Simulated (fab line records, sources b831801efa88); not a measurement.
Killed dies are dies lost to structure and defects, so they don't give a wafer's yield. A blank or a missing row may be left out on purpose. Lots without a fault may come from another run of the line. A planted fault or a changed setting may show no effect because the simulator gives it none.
fab line records | flow sky130
record lots=5 wafers=15 last_day=49
route steps=708 shown FIELD_ISO@26 NWELL@32 DNWELL@35 PWDE@45
lots that met no fault: from a run of the same line without faults
start_h: hours from the record's first day to the start of the lot's first wafer shown | wait_h: hours since the lot's step before | " the same as in the row above | L1.1+2: a row that stands for several wafers | - no value, or no start given | * or withheld: withheld | < > ~ a bound
route shown NAME@n: a module of which the file shows steps, and the number in the route of the first | usual: mean/standard deviation of fault-free wafers | same: alike in all rows | chamber/n: place in a boat | sites: the reading at each site | _std_site: their standard deviation | _edge_site: outer sites' mean less inner sites' | radius_mm: how far each site lies from the wafer's centre | mask NAME#n: copy n | behind: the tool/chamber that last shaped the wafer | hold: why the lot was held/for how many hours/how that ended | device: the transistor (n, p or np) that didn't switch | end of line: the same wafers' tests at the end of the route | a step without rows: its recipe alone | killed: dies lost to structure and defects at the first sort, not the wafer's yield | map: a wafer's dies, x killed, . not, _ none there
set.NAME: the setting as run; set.NAME@STEP: as run at that earlier step | model.NAME: the simulator's own value behind a step, which no gauge read
lots at some steps of the route; a table a step, a row a wafer
services: from which hour (start_h, from the record's first day; less than 0 if before it) a tool's chamber was out of use, for how many hours, and why
## steps
# step SKY_FIELD_ISO_THK_MEAS_25
# recipe reads=SiO2_of_FIELD_ISO_CVD_24
# usual FIELD_ISO_CVD_24_THK=596/7.5
# columns lot.wafer tool chamber start_h wait_h FIELD_ISO_CVD_24_THK[nm]
L076.1 film_metro-03 - 41.94 0.0 606
L076.3 " - " " 596
L076.5 " - " " 597
L085.2 film_metro-04 - 90.36 0.0 609
L085.3 " - " " 603
L085.6 " - " " 595
L086.1 film_metro-04 - 94.20 0.0 576
L086.3 " - " " 597
L086.6 " - " " 585
L089.2 film_metro-01 - 108.73 0.0 605
L089.3 " - " " 601
L089.6 " - " " 611
L092.1 film_metro-01 - 123.99 0.0 607
L092.2 " - " " 601
L092.3 " - " " 592
# step SKY_FIELD_ISO_ANNEAL_26
# recipe temp_c=1000 time_s=1800 ambient=N2
# columns lot.wafer tool chamber start_h wait_h
L076.1+3+5 furnace-02 0 43.21 1.3
L085.2+3+6 furnace-01 0 91.56 1.2
L086.1+3+6 furnace-02 0 94.26 0.1
L089.2+3+6 furnace-01 0 108.78 0.0
L092.1+2+3 furnace-01 0 125.25 1.3
# step SKY_FIELD_ISO_CMP_27
# recipe stop_on=Si3N4 t_overpolish_s=16 down_force_psi=4 platen_rpm=60 target_thk_nm=457.8 pad_velocity_m_s=0.94248
# usual motor_current_A=12.2/0.79 overpolish_run_s=15.998/0.0085 slurry_filter_dp_kPa=13.51/0.12 time_to_endpoint_s=113/8.3
# columns lot.wafer tool chamber start_h wait_h motor_current_A overpolish_run_s slurry_filter_dp_kPa time_to_endpoint_s
L076.1 cmp-02 1 44.81 0.1 13.1 15.995 13.49 109
L076.3 " 2 " " 11.8 15.993 13.70 101
L076.5 " 3 " " 11.7 16.011 13.62 99
L085.3 cmp-02 1 93.16 0.1 14.4 15.995 13.40 111
L085.2 " 2 " " 11.1 15.995 13.44 109
L085.6 " 0 " " 13.0 16.000 13.62 112
L086.3 cmp-01 1 95.81 0.1 12.4 15.997 13.26 121
L086.1 " 2 " " 12.1 16.000 13.66 119
L086.6 " 0 " " 12.4 15.992 13.36 120
L089.2 cmp-01 1 110.28 0.0 12.8 15.989 13.41 126
L089.3 " 0 " " 13.1 15.979 13.57 123
L089.6 " 1 " " 12.2 15.987 13.44 127
L092.2 cmp-01 1 126.80 0.1 12.8 16.003 13.82 124
L092.1 " 2 " " 12.0 16.002 13.53 124
L092.3 " 3 " " 12.0 15.991 13.40 122
# step SKY_FIELD_ISO_WET_ETCH_28
# recipe chemistry=dHF target_depth_nm=23.7 target=SiO2 dilution=10:1 temp_c=25 time_s=47
# columns lot.wafer tool chamber start_h wait_h
L076.1+3+5 wet_bench-02 1 45.01 0.1
L085.2+3+6 wet_bench-02 2 93.36 0.1
L086.1+3+6 wet_bench-01 3 96.06 0.1
L089.2+3+6 wet_bench-01 2 110.58 0.2
L092.1+2+3 wet_bench-02 0 127.05 0.1
# step SKY_FIELD_ISO_WET_ETCH_29
# recipe chemistry=H3PO4 target_depth_nm=160 target=Si3N4 temp_c=160 time_s=1825
# columns lot.wafer tool chamber start_h wait_h
L076.1+3+5 wet_bench-04 3 45.03 0.0
L085.2+3+6 wet_bench-01 3 93.39 0.0
L086.1+3+6 wet_bench-02 2 96.08 0.0
L089.2+3+6 wet_bench-04 3 110.60 0.0
L092.1+2+3 wet_bench-04 1 127.07 0.0
# step SKY_FIELD_ISO_WET_ETCH_30
# recipe chemistry=dHF target_depth_nm=25 target=SiO2 dilution=10:1 temp_c=25 time_s=50
# columns lot.wafer tool chamber start_h wait_h
L076.1+3+5 wet_bench-01 1 45.54 0.0
L085.2+3+6 wet_bench-02 1 93.90 0.0
L086.1+3+6 wet_bench-04 1 96.60 0.0
L089.2+3+6 wet_bench-01 2 111.12 0.0
L092.1+2+3 wet_bench-01 3 127.59 0.0
# step SKY_NWELL_CLEAN_00
# recipe chemistry=SC1/SC2 mix=1:4:20 temp_c=70 time_s=150 dry=n2_spin
# columns lot.wafer tool chamber start_h wait_h
L076.1+3+5 wet_bench-02 2 45.57 0.0
L085.2+3+6 wet_bench-01 1 93.92 0.0
L086.1+3+6 wet_bench-02 3 96.62 0.0
L089.2+3+6 wet_bench-02 2 111.14 0.0
L092.1+2+3 wet_bench-02 3 127.63 0.0
# step SKY_NWELL_OXIDATION_01
# recipe temp_c=900 ambient=O2 stabilise_s=600 purge_s=300 target_thk_a=100 ox_time_s=1418
# usual ox_temp_c=900.2/0.44
# columns lot.wafer tool chamber start_h wait_h ox_temp_c
L076.1 furnace-01 0 45.99 0.4 900.2
L076.3 " 0 " " 900.5
L076.5 " 0 " " 900.0
L085.2 furnace-01 0 93.97 0.0 899.5
L085.3 " 0 " " 899.7
L085.6 " 0 " " 899.6
L086.1 furnace-01 0 96.67 0.0 900.3
L086.3 " 0 " " 900.3
L086.6 " 0 " " 900.4
L089.2 furnace-02 0 111.42 0.2 899.5
L089.3 " 0 " " 899.9
L089.6 " 0 " " 899.7
L092.1 furnace-01 0 131.17 3.5 899.6
L092.2 " 0 " " 900.6
L092.3 " 0 " " 899.9
# step SKY_NWELL_THK_MEAS_02
# recipe reads=SiO2_of_NWELL_OXIDATION_01
# usual NWELL_OXIDATION_THK=9.92/0.18
# columns lot.wafer tool chamber start_h wait_h NWELL_OXIDATION_THK[nm]
L076.1 film_metro-03 - 47.39 0.0 10.20
L076.3 " - " " 10.24
L076.5 " - " " 10.08
L085.2 film_metro-02 - 95.38 0.0 9.59
L085.3 " - " " 9.71
L085.6 " - " " 9.77
L086.1 film_metro-02 - 98.07 0.0 10.20
L086.3 " - " " 10.00
L086.6 " - " " 9.98
L089.2 film_metro-03 - 112.83 0.0 10.08
L089.3 " - " " 10.21
L089.6 " - " " 10.19
L092.1 film_metro-02 - 132.57 0.0 10.03
L092.2 " - " " 9.66
L092.3 " - " " 9.72
# step SKY_DNWELL_DEHYDRATE_00
# recipe temp_c=200 time_s=60
# columns lot.wafer tool chamber start_h wait_h
L076.1+3+5 litho_track-02 0 54.59 7.2
L085.2+3+6 litho_track-01 0 102.95 7.6
L086.1+3+6 litho_track-02 0 106.59 8.5
L089.2+3+6 litho_track-02 0 120.41 7.6
L092.1+2+3 litho_track-01 0 138.82 6.2
# step SKY_DNWELL_HMDS_01
# recipe prime_time_s=60 prime_temp_c=120
# same prime_time_s=60
# columns lot.wafer tool chamber start_h wait_h
L076.1+3+5 litho_track-02 0 54.74 0.1
L085.2+3+6 litho_track-01 0 103.10 0.1
L086.1+3+6 litho_track-02 0 106.74 0.1
L089.2+3+6 litho_track-02 0 120.56 0.1
L092.1+2+3 litho_track-01 0 138.97 0.1
# step SKY_DNWELL_COAT_02
# recipe spin_rpm=2000 resist_thk_nm=3000
# columns lot.wafer tool chamber start_h wait_h
L076.1+3+5 litho_track-02 0 54.89 0.1
L085.2+3+6 litho_track-01 0 103.25 0.1
L086.1+3+6 litho_track-02 0 106.89 0.1
L089.2+3+6 litho_track-02 0 120.71 0.1
L092.1+2+3 litho_track-01 0 139.12 0.1
# step SKY_DNWELL_SOFTBAKE_03
# recipe temp_c=110 time_s=withheld
# columns lot.wafer tool chamber start_h wait_h
L076.1+3+5 litho_track-02 0 55.04 0.1
L085.2+3+6 litho_track-01 0 103.41 0.1
L086.1+3+6 litho_track-02 0 107.04 0.1
L089.2+3+6 litho_track-02 0 120.87 0.1
L092.1+2+3 litho_track-01 0 139.27 0.1
# step SKY_DNWELL_EXPOSE_04
# recipe mask_id=DNM na=0.57 target_cd_nm=3000 dose_mj=222
# usual reticle_temp_C=22.99/0.11
# columns lot.wafer tool chamber start_h wait_h mask reticle_temp_C
L076.1 iline_stepper-01 0 - - DNM#0 22.83
L076.3 " 0 " " DNM#0 22.95
L076.5 " 0 " " DNM#0 23.08
L085.2 iline_stepper-01 0 - - DNM#0 23.07
L085.3 " 0 " " DNM#0 23.05
L085.6 " 0 " " DNM#0 23.16
L086.1 iline_stepper-01 0 - - DNM#0 22.99
L086.3 " 0 " " DNM#0 23.14
L086.6 " 0 " " DNM#0 22.97
L089.2 iline_stepper-02 0 - - DNM#0 22.87
L089.3 " 0 " " DNM#0 23.06
L089.6 " 0 " " DNM#0 23.03
L092.1 iline_stepper-02 0 - - DNM#0 22.92
L092.2 " 0 " " DNM#0 23.02
L092.3 " 0 " " DNM#0 22.96
# step SKY_DNWELL_PEB_05
# recipe temp_c=115 time_s=withheld
# columns lot.wafer tool chamber start_h wait_h
L076.1+3+5 litho_track-03 0 - -
L085.2+3+6 litho_track-01 0 - -
L086.1+3+6 litho_track-03 0 - -
L089.2+3+6 litho_track-01 0 - -
L092.1+2+3 litho_track-03 0 - -
# step SKY_DNWELL_DEVELOP_06
# recipe wall_angle_deg=90 developer=TMAH develop_time_s=60 dev_temp_c=23
# columns lot.wafer tool chamber start_h wait_h
L076.1+3+5 litho_track-03 0 - -
L085.2+3+6 litho_track-01 0 - -
L086.1+3+6 litho_track-03 0 - -
L089.2+3+6 litho_track-01 0 - -
L092.1+2+3 litho_track-03 0 - -
# step SKY_DNWELL_IMPLANT_07
# recipe species=P energy_kev=withheld dose_cm2=withheld tilt_deg=withheld
# columns lot.wafer tool chamber start_h wait_h
L076.1+3+5 implanter-03 0 62.65 -
L085.2+3+6 implanter-04 0 112.80 -
L086.1+3+6 implanter-03 0 116.55 -
L089.2+3+6 implanter-04 0 129.55 -
L092.1+2+3 implanter-03 0 150.15 -
# step SKY_DNWELL_STRIP_08
# recipe chemistry=O2/N2 power_w=1400 pressure_mtorr=1500 platen_temp_c=withheld o2_flow_sccm=3000 n2_flow_sccm=300 overash_fraction=0.5
# usual drypump_motor_current_A=6.0/0.59 oes_product_au=0.723/0.0044 strip_time_to_endpoint_s=36.91/0.1
# columns lot.wafer tool chamber start_h wait_h drypump_motor_current_A oes_product_au rf_hours_counter_h strip_time_to_endpoint_s
L076.1 plasma_asher-01 0 62.80 0.1 5.8 0.724 39 36.89
L076.3 " 1 " " 6.5 0.724 - 37.04
L076.5 " 0 " " 5.8 0.726 - 36.91
L085.2 plasma_asher-02 0 112.92 0.1 5.2 0.724 44 36.89
L085.3 " 1 " " 6.6 0.715 - 36.88
L085.6 " 0 " " 5.2 0.717 - 36.73
L086.1 plasma_asher-03 0 116.70 0.1 6.7 0.719 29 36.77
L086.3 " 0 " " 6.7 0.727 - 36.84
L086.6 " 1 " " 5.5 0.727 - 36.85
L089.2 plasma_asher-02 1 129.67 0.1 6.5 0.724 46 36.93
L089.3 " 1 " " 6.5 0.726 - 37.03
L089.6 " 0 " " 5.2 0.726 - 36.99
L092.1 plasma_asher-02 1 150.30 0.1 6.6 0.723 48 36.97
L092.2 " 0 " " 5.2 0.725 48 37.06
L092.3 " 0 " " 5.2 0.735 - 36.99
# step SKY_DNWELL_TW_MEAS_09
# usual DNWELL_TW=1111/9.6
# columns lot.wafer tool chamber start_h wait_h DNWELL_TW
L076.1 film_metro-02 - 62.90 0.1 1098
L076.3 " - " " 1092
L076.5 " - " " 1095
L085.2 film_metro-01 - 113.03 0.1 1121
L085.3 " - " " 1119
L085.6 " - " " 1119
L086.1 film_metro-01 - 116.80 0.1 1133
L086.3 " - " " 1121
L086.6 " - " " 1122
L089.2 film_metro-02 - 129.78 0.1 1099
L089.3 " - " " 1099
L089.6 " - " " 1102
L092.1 film_metro-01 - 150.40 0.1 1128
L092.2 " - " " 1123
L092.3 " - " " 1131
# step SKY_PWDE_DEHYDRATE_00
# recipe temp_c=200 time_s=60
# columns lot.wafer tool chamber start_h wait_h
L076.1+3+5 litho_track-02 0 70.59 7.7
L085.2+3+6 litho_track-03 0 120.68 7.6
L086.1+3+6 litho_track-02 0 124.89 8.1
L089.2+3+6 litho_track-04 0 136.26 6.5
L092.1+2+3 litho_track-03 0 159.45 9.0
# step SKY_PWDE_HMDS_01
# recipe prime_time_s=60 prime_temp_c=120
# same prime_time_s=60
# columns lot.wafer tool chamber start_h wait_h
L076.1+3+5 litho_track-02 0 70.74 0.1
L085.2+3+6 litho_track-03 0 120.83 0.1
L086.1+3+6 litho_track-02 0 125.04 0.1
L089.2+3+6 litho_track-04 0 136.41 0.1
L092.1+2+3 litho_track-03 0 159.60 0.1
# step SKY_PWDE_COAT_02
# recipe spin_rpm=2000 resist_thk_nm=3000
# columns lot.wafer tool chamber start_h wait_h
L076.1+3+5 litho_track-02 0 70.89 0.1
L085.2+3+6 litho_track-03 0 120.98 0.1
L086.1+3+6 litho_track-02 0 125.19 0.1
L089.2+3+6 litho_track-04 0 136.56 0.1
L092.1+2+3 litho_track-03 0 159.75 0.1
# step SKY_PWDE_SOFTBAKE_03
# recipe temp_c=110 time_s=withheld
# columns lot.wafer tool chamber start_h wait_h
L076.1+3+5 litho_track-02 0 71.04 0.1
L085.2+3+6 litho_track-03 0 121.14 0.1
L086.1+3+6 litho_track-02 0 125.34 0.1
L089.2+3+6 litho_track-04 0 136.72 0.1
L092.1+2+3 litho_track-03 0 159.90 0.1
# step SKY_PWDE_EXPOSE_04
# recipe mask_id=PWDEM na=0.6 source_shape=conventional sigma_outer=0.6 polarization=unpolarized target_cd_nm=840 dose_mj=217.9
# usual reticle_temp_C=23.00/0.1
# same sigma_outer=0.6
# columns lot.wafer tool chamber start_h wait_h mask reticle_temp_C
L076.1 iline_stepper-02 0 - - PWDEM#0 23.05
L076.3 " 0 " " PWDEM#0 23.09
L076.5 " 0 " " PWDEM#0 23.05
L085.2 iline_stepper-01 0 - - PWDEM#0 22.95
L085.3 " 0 " " PWDEM#0 23.03
L085.6 " 0 " " PWDEM#0 23.01
L086.1 iline_stepper-01 0 - - PWDEM#0 22.97
L086.3 " 0 " " PWDEM#0 22.88
L086.6 " 0 " " PWDEM#0 22.87
L089.2 iline_stepper-02 0 - - PWDEM#0 22.92
L089.3 " 0 " " PWDEM#0 23.03
L089.6 " 0 " " PWDEM#0 23.06
L092.1 iline_stepper-01 0 - - PWDEM#0 23.12
L092.2 " 0 " " PWDEM#0 23.22
L092.3 " 0 " " PWDEM#0 23.07
# step SKY_PWDE_PEB_05
# recipe temp_c=115 time_s=withheld
# columns lot.wafer tool chamber start_h wait_h
L076.1+3+5 litho_track-02 0 - -
L085.2+3+6 litho_track-02 0 - -
L086.1+3+6 litho_track-02 0 - -
L089.2+3+6 litho_track-04 0 - -
L092.1+2+3 litho_track-02 0 - -
# step SKY_PWDE_DEVELOP_06
# recipe wall_angle_deg=90 developer=TMAH develop_time_s=60 dev_temp_c=23
# columns lot.wafer tool chamber start_h wait_h
L076.1+3+5 litho_track-02 0 - -
L085.2+3+6 litho_track-02 0 - -
L086.1+3+6 litho_track-02 0 - -
L089.2+3+6 litho_track-04 0 - -
L092.1+2+3 litho_track-02 0 - -
# step SKY_PWDE_OVL_MEAS_07
# usual PWDE_OVL=0.6/1.2
# columns lot.wafer tool chamber start_h wait_h PWDE_OVL[nm]
L076.1 overlay-01 - 79.79 - 0.6
L076.3 " - " " 1.7
L076.5 " - " " 2.1
L085.2 overlay-01 - 129.59 - -2.6
L085.3 " - " " -3.1
L085.6 " - " " -0.8
L086.1 overlay-01 - 132.84 - 0.1
L086.3 " - " " 0.3
L086.6 " - " " 2.2
L089.2 overlay-01 - 144.89 - 0.4
L089.3 " - " " 2.3
L089.6 " - " " 1.9
L092.1 overlay-02 - 170.13 - 1.7
L092.2 " - " " 1.3
L092.3 " - " " 0.2
# step SKY_PWDE_IMPLANT_08
# recipe species=B energy_kev=150 dose_cm2=3.6e+12 tilt_deg=withheld
# usual beam_on_s=10.00/0.19
# columns lot.wafer tool chamber start_h wait_h beam_on_s
L076.1 implanter-02 0 79.82 0.0 9.93
L076.3 " 0 " " 10.02
L076.5 " 0 " " 9.97
L085.2 implanter-04 0 129.70 0.1 10.08
L085.3 " 0 " " 10.35
L085.6 " 0 " " 10.24
L086.1 implanter-02 0 132.87 0.0 9.75
L086.3 " 0 " " 9.83
L086.6 " 0 " " 10.10
L089.2 implanter-02 0 144.95 0.0 10.05
L089.3 " 0 " " 9.96
L089.6 " 0 " " 9.55
L092.1 implanter-02 0 170.17 0.0 10.18
L092.2 " 0 " " 10.26
L092.3 " 0 " " 10.15
# step SKY_PWDE_STRIP_09
# recipe chemistry=O2/N2 power_w=1400 pressure_mtorr=1500 platen_temp_c=withheld o2_flow_sccm=3000 n2_flow_sccm=300 overash_fraction=0.5
# usual drypump_motor_current_A=6.0/0.55 oes_product_au=0.722/0.0048 strip_time_to_endpoint_s=36.89/0.095
# columns lot.wafer tool chamber start_h wait_h drypump_motor_current_A oes_product_au rf_hours_counter_h strip_time_to_endpoint_s
L076.1 plasma_asher-03 1 79.97 0.1 5.5 0.715 24 36.87
L076.3 " 0 " " 6.7 0.723 - 36.86
L076.5 " 1 " " 5.5 0.720 - 36.89
L085.2 plasma_asher-03 0 129.82 0.1 6.7 0.725 30 36.90
L085.3 " 1 " " 5.5 0.724 - 36.88
L085.6 " 1 " " 5.5 0.716 - 36.96
L086.1 plasma_asher-03 0 133.02 0.1 6.7 0.723 30 37.03
L086.3 " 1 " " 5.5 0.716 - 36.85
L086.6 " 1 " " 5.5 0.724 - 37.08
L089.2 plasma_asher-04 1 145.07 0.1 5.3 0.721 2 36.92
L089.3 " 1 " " 5.3 0.725 - 36.93
L089.6 " 1 " " 5.3 0.709 - 36.88
L092.1 plasma_asher-03 0 170.32 0.1 6.6 0.717 34 36.67
L092.2 " 1 " " 5.5 0.721 34 36.65
L092.3 " 0 " " 6.7 0.721 - 36.72
# step SKY_PWDE_TW_MEAS_10
# usual PWDE_TW=372/3
# columns lot.wafer tool chamber start_h wait_h PWDE_TW
L076.1 film_metro-02 - 80.30 0.3 367
L076.3 " - " " 367
L076.5 " - " " 366
L085.2 film_metro-03 - 129.93 0.1 374
L085.3 " - " " 374
L085.6 " - " " 373
L086.1 film_metro-02 - 133.12 0.1 369
L086.3 " - " " 371
L086.6 " - " " 368
L089.2 film_metro-01 - 145.18 0.1 375
L089.3 " - " " 375
L089.6 " - " " 375
L092.1 film_metro-01 - 170.42 0.1 375
L092.2 " - " " 375
L092.3 " - " " 375
# step SKY_NWELL_DEHYDRATE_03
# recipe temp_c=200 time_s=60
# columns lot.wafer tool chamber start_h wait_h
L076.1+3+5 litho_track-04 0 88.24 7.9
L085.2+3+6 litho_track-02 0 136.31 6.4
L086.1+3+6 litho_track-01 0 139.47 6.3
L089.2+3+6 litho_track-01 0 155.45 10.3
L092.1+2+3 litho_track-04 0 179.29 8.9
# step SKY_NWELL_HMDS_04
# recipe prime_time_s=60 prime_temp_c=120
# same prime_time_s=60
# columns lot.wafer tool chamber start_h wait_h
L076.1+3+5 litho_track-04 0 88.39 0.1
L085.2+3+6 litho_track-02 0 136.46 0.1
L086.1+3+6 litho_track-01 0 139.62 0.1
L089.2+3+6 litho_track-01 0 155.60 0.1
L092.1+2+3 litho_track-04 0 179.44 0.1
# step SKY_NWELL_COAT_05
# recipe spin_rpm=2000 resist_thk_nm=3000
# columns lot.wafer tool chamber start_h wait_h
L076.1+3+5 litho_track-04 0 88.54 0.1
L085.2+3+6 litho_track-02 0 136.61 0.1
L086.1+3+6 litho_track-01 0 139.77 0.1
L089.2+3+6 litho_track-01 0 155.75 0.1
L092.1+2+3 litho_track-04 0 179.59 0.1
# step SKY_NWELL_SOFTBAKE_06
# recipe temp_c=110 time_s=withheld
# columns lot.wafer tool chamber start_h wait_h
L076.1+3+5 litho_track-04 0 88.69 0.1
L085.2+3+6 litho_track-02 0 136.77 0.1
L086.1+3+6 litho_track-01 0 139.92 0.1
L089.2+3+6 litho_track-01 0 155.91 0.1
L092.1+2+3 litho_track-04 0 179.74 0.1
# step SKY_NWELL_EXPOSE_07
# recipe mask_id=NWM na=0.6 source_shape=conventional sigma_outer=0.6 polarization=unpolarized target_cd_nm=840 dose_mj=255
# usual reticle_temp_C=23.00/0.11
# same sigma_outer=0.6
# columns lot.wafer tool chamber start_h wait_h mask reticle_temp_C
L076.1 iline_stepper-01 0 - - NWM#0 22.97
L076.3 " 0 " " NWM#0 23.02
L076.5 " 0 " " NWM#0 23.08
L085.2 iline_stepper-01 0 - - NWM#0 23.03
L085.3 " 0 " " NWM#0 23.03
L085.6 " 0 " " NWM#0 22.92
L086.1 iline_stepper-01 0 - - NWM#0 22.94
L086.3 " 0 " " NWM#0 22.94
L086.6 " 0 " " NWM#0 23.03
L089.2 iline_stepper-02 0 - - NWM#0 23.05
L089.3 " 0 " " NWM#0 23.07
L089.6 " 0 " " NWM#0 23.04
L092.1 iline_stepper-02 0 - - NWM#0 23.16
L092.2 " 0 " " NWM#0 23.09
L092.3 " 0 " " NWM#0 23.00
# step SKY_NWELL_PEB_08
# recipe temp_c=115 time_s=withheld
# columns lot.wafer tool chamber start_h wait_h
L076.1+3+5 litho_track-01 0 - -
L085.2+3+6 litho_track-04 0 - -
L086.1+3+6 litho_track-01 0 - -
L089.2+3+6 litho_track-01 0 - -
L092.1+2+3 litho_track-01 0 - -
# step SKY_NWELL_DEVELOP_09
# recipe wall_angle_deg=90 developer=TMAH develop_time_s=60 dev_temp_c=23
# columns lot.wafer tool chamber start_h wait_h
L076.1+3+5 litho_track-01 0 - -
L085.2+3+6 litho_track-04 0 - -
L086.1+3+6 litho_track-01 0 - -
L089.2+3+6 litho_track-01 0 - -
L092.1+2+3 litho_track-01 0 - -
# step SKY_NWELL_OVL_MEAS_10
# usual NWELL_00_OVL=0.5/1.4
# columns lot.wafer tool chamber start_h wait_h NWELL_00_OVL[nm]
L076.1 overlay-02 - 97.67 - 1.0
L076.3 " - " " 0.5
L076.5 " - " " 1.2
L085.2 overlay-02 - 144.54 - 1.4
L085.3 " - " " 3.4
L085.6 " - " " 2.5
L086.1 overlay-02 - 151.32 - -0.3
L086.3 " - " " 0.9
L086.6 " - " " 1.3
L089.2 overlay-02 - 165.68 - -1.1
L089.3 " - " " -0.3
L089.6 " - " " -0.9
L092.1 overlay-01 - 189.82 - 0.1
L092.2 " - " " 0.5
L092.3 " - " " 0.9
# step SKY_NWELL_IMPLANT_11
# recipe species=P energy_kev=400 dose_cm2=1.9e+13 tilt_deg=withheld
# usual beam_on_s=9.99/0.2
# columns lot.wafer tool chamber start_h wait_h beam_on_s
L076.1 implanter-03 0 97.71 0.0 9.72
L076.3 " 0 " " 9.78
L076.5 " 0 " " 10.06
L085.2 implanter-04 0 144.60 0.0 9.70
L085.3 " 0 " " 9.89
L085.6 " 0 " " 9.77
L086.1 implanter-03 0 151.36 0.0 10.02
L086.3 " 0 " " 9.75
L086.6 " 0 " " 9.95
L089.2 implanter-04 0 165.73 0.0 10.40
L089.3 " 0 " " 10.26
L089.6 " 0 " " 10.21
L092.1 implanter-04 0 189.86 0.0 10.12
L092.2 " 0 " " 10.03
L092.3 " 0 " " 9.82
# step SKY_NWELL_IMPLANT_12
# recipe species=P energy_kev=120 dose_cm2=1.3e+12 tilt_deg=withheld
# usual beam_on_s=10.00/0.2
# columns lot.wafer tool chamber start_h wait_h beam_on_s
L076.1 implanter-03 0 97.86 0.1 10.12
L076.3 " 0 " " 10.17
L076.5 " 0 " " 9.80
L085.2 implanter-04 0 144.75 0.1 10.25
L085.3 " 0 " " 9.97
L085.6 " 0 " " 10.08
L086.1 implanter-03 0 151.51 0.1 9.69
L086.3 " 0 " " 9.62
L086.6 " 0 " " 9.58
L089.2 implanter-04 0 165.88 0.1 9.96
L089.3 " 0 " " 10.15
L089.6 " 0 " " 10.07
L092.1 implanter-04 0 190.01 0.1 9.70
L092.2 " 0 " " 9.96
L092.3 " 0 " " 9.85
# step SKY_NWELL_IMPLANT_13
# recipe species=P energy_kev=50 dose_cm2=7e+11 tilt_deg=withheld
# usual beam_on_s=9.96/0.21
# columns lot.wafer tool chamber start_h wait_h beam_on_s
L076.1 implanter-03 0 98.01 0.1 10.13
L076.3 " 0 " " 10.23
L076.5 " 0 " " 9.85
L085.2 implanter-04 0 144.90 0.1 10.10
L085.3 " 0 " " 10.09
L085.6 " 0 " " 10.13
L086.1 implanter-03 0 151.66 0.1 10.07
L086.3 " 0 " " 9.75
L086.6 " 0 " " 9.72
L089.2 implanter-04 0 166.03 0.1 10.07
L089.3 " 0 " " 10.40
L089.6 " 0 " " 10.09
L092.1 implanter-04 0 190.16 0.1 9.99
L092.2 " 0 " " 9.78
L092.3 " 0 " " 10.08
# step SKY_NWELL_STRIP_14
# recipe chemistry=O2/N2 power_w=1400 pressure_mtorr=1500 platen_temp_c=withheld o2_flow_sccm=3000 n2_flow_sccm=300 overash_fraction=0.5
# usual drypump_motor_current_A=6.0/0.57 oes_product_au=0.722/0.0046 strip_time_to_endpoint_s=36.94/0.088
# columns lot.wafer tool chamber start_h wait_h drypump_motor_current_A oes_product_au rf_hours_counter_h strip_time_to_endpoint_s
L076.1 plasma_asher-02 0 98.16 0.1 5.2 0.728 42 36.91
L076.3 " 1 " " 6.5 0.715 - 36.83
L076.5 " 0 " " 5.2 0.715 - 36.79
L085.2 plasma_asher-02 0 145.02 0.1 5.2 0.720 47 37.00
L085.3 " 0 " " 5.2 0.719 - 37.00
L085.6 " 1 " " 6.6 0.730 - 36.89
L086.1 plasma_asher-01 1 151.81 0.1 6.5 0.725 48 37.04
L086.3 " 0 " " 5.8 0.722 - 37.03
L086.6 " 1 " " 6.5 0.728 - 36.98
L089.2 plasma_asher-02 0 166.16 0.1 5.2 0.726 50 36.83
L089.3 " 0 " " 5.2 0.722 - 36.88
L089.6 " 0 " " 5.2 0.722 - 36.98
L092.1 plasma_asher-01 0 190.31 0.1 5.8 0.724 52 37.04
L092.2 " 1 " " 6.5 0.726 52 37.16
L092.3 " 1 " " 6.5 0.732 - 36.97
# step SKY_NWELL_TW_MEAS_15
# usual NWELL_TW=1813/15
# columns lot.wafer tool chamber start_h wait_h NWELL_TW
L076.1 film_metro-03 - 98.26 0.1 1802
L076.3 " - " " 1795
L076.5 " - " " 1798
L085.2 film_metro-02 - 145.13 0.1 1785
L085.3 " - " " 1798
L085.6 " - " " 1787
L086.1 film_metro-02 - 151.91 0.1 1790
L086.3 " - " " 1803
L086.6 " - " " 1796
L089.2 film_metro-01 - 166.30 0.1 1826
L089.3 " - " " 1840
L089.6 " - " " 1836
L092.1 film_metro-01 - 190.41 0.1 1823
L092.2 " - " " 1829
L092.3 " - " " 1801
# step SKY_NWELL_DEHYDRATE_16
# recipe temp_c=200 time_s=60
# columns lot.wafer tool chamber start_h wait_h
L076.1+3+5 litho_track-01 0 106.82 8.6
L085.2+3+6 litho_track-04 0 154.81 9.7
L086.1+3+6 litho_track-01 0 161.07 9.2
L089.2+3+6 litho_track-04 0 175.61 9.3
L092.1+2+3 litho_track-04 0 199.79 9.4
# step SKY_NWELL_HMDS_17
# recipe prime_time_s=60 prime_temp_c=120
# same prime_time_s=60
# columns lot.wafer tool chamber start_h wait_h
L076.1+3+5 litho_track-01 0 106.97 0.1
L085.2+3+6 litho_track-04 0 154.96 0.1
L086.1+3+6 litho_track-01 0 161.22 0.1
L089.2+3+6 litho_track-04 0 175.76 0.1
L092.1+2+3 litho_track-04 0 199.94 0.1
# step SKY_NWELL_COAT_18
# recipe spin_rpm=2000 resist_thk_nm=3000
# columns lot.wafer tool chamber start_h wait_h
L076.1+3+5 litho_track-01 0 107.12 0.1
L085.2+3+6 litho_track-04 0 155.11 0.1
L086.1+3+6 litho_track-01 0 161.37 0.1
L089.2+3+6 litho_track-04 0 175.91 0.1
L092.1+2+3 litho_track-04 0 200.09 0.1
# step SKY_NWELL_SOFTBAKE_19
# recipe temp_c=110 time_s=withheld
# columns lot.wafer tool chamber start_h wait_h
L076.1+3+5 litho_track-01 0 107.27 0.1
L085.2+3+6 litho_track-04 0 155.27 0.1
L086.1+3+6 litho_track-01 0 161.52 0.1
L089.2+3+6 litho_track-04 0 176.07 0.1
L092.1+2+3 litho_track-04 0 200.24 0.1
## services
# columns tool chamber start_h hours kind
plasma_asher-01 - 25.09 1.7 repair
implanter-02 - 29.07 2.4 repair
cmp-01 - 44.87 0.8 repair
iline_stepper-01 - 45.45 1.7 pm
furnace-02 - 51.63 3.6 pm
cmp-01 - 53.53 1.4 repair
wet_bench-02 - 56.67 1.0 repair
plasma_asher-02 - 66.00 4.8 repair
cmp-01 - 66.05 0.8 repair
implanter-03 - 70.97 5.7 pm
implanter-04 - 75.90 12.4 repair
plasma_asher-02 - 87.87 0.4 repair
implanter-04 - 90.17 4.2 pm
plasma_asher-02 - 92.71 2.8 pm
plasma_asher-01 - 101.14 1.3 repair
iline_stepper-02 - 103.54 12.4 repair
iline_stepper-02 - 121.28 4.4 pm
furnace-02 - 123.41 13.1 pm
iline_stepper-02 - 128.10 1.7 pm
furnace-01 - 144.62 4.8 pm
wet_bench-04 - 150.67 1.5 repair
furnace-01 - 153.88 3.4 pm
iline_stepper-01 - 173.76 1.2 repair
wet_bench-02 - 193.92 1.6 repair
## key
fault none
